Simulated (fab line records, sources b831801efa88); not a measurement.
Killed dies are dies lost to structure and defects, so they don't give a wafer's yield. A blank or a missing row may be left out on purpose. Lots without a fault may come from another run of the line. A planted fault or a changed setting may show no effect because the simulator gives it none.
Which tool did it? | flow gf180mcu | 7 lots, 21 wafers sampled, at 2 steps of a route of 602

WHAT THE GAUGES READ, wafer by wafer
GF_PSD_CD_MEAS_07: target cd 400 nm.
lot  | measured     | on        | cd_nm (nm)
L639 | day 14 20:38 | cd_sem-02 | 399.7 396.3 400.5
L641 | day 15 12:01 | cd_sem-02 | 400.8 401.9 399.6
L644 | day 16 18:28 | cd_sem-01 | 398.1 398.3 397.5
L649 | day 18 10:46 | cd_sem-02 | 401.7 401.4 401.7
L653 | day 19 18:26 | cd_sem-01 | 410.8 410.3 408.9
L657 | day 21 08:20 | cd_sem-02 | 396.6 399.9 403.0
L659 | day 22 02:00 | cd_sem-02 | 399.8 398.9 398.4

WHICH TOOL RAN EACH LOT (tool, then ch and the chambers of the sampled wafers, then the start)
lot  | GF_PSD_DEVELOP_06
L639 | litho_track-02 ch 0, day 14 20:29
L641 | litho_track-01 ch 0, day 15 11:52
L644 | litho_track-02 ch 0, day 16 18:19
L649 | litho_track-02 ch 0, day 18 10:37
L653 | litho_track-02 ch 0, day 19 18:17
L657 | litho_track-01 ch 0, day 21 08:11
L659 | litho_track-03 ch 0, day 22 01:51
- GF_PSD_DEVELOP_06: develop time 60 s.

THE ANSWER, worked out from the rows above alone
Rule: what is usual is taken from the lots themselves. Put in order of their means at a reading, lots are off if they are a third of the lots or fewer, leave a main group of 4 or more, and stand apart from it by a gap of 3 or more times the standard deviation of the main group's means; of several such gaps the widest counts. A main group whose means are all the same, to the digits that the tables above print for the reading, isn't used. A lot without any number at a reading at which 4 lots or more have one is off too. The other lots that the step has rows for count as sound.
Off: L653, at GF_PSD_CD_MEAS_07 (cd_nm). The main group: mean 399.7 nm, standard deviation 1.2.
A tool fits if, at a process step before that reading, it ran every lot that is off, and no sound lot after the first of them. The gauges at GF_PSD_CD_MEAS_07 are tried like those tools. Can't be told from this: 2 tools fit, litho_track-02 at GF_PSD_DEVELOP_06, cd_sem-01 at GF_PSD_CD_MEAS_07.

WHAT THE SIMULATOR HAD PUT IN
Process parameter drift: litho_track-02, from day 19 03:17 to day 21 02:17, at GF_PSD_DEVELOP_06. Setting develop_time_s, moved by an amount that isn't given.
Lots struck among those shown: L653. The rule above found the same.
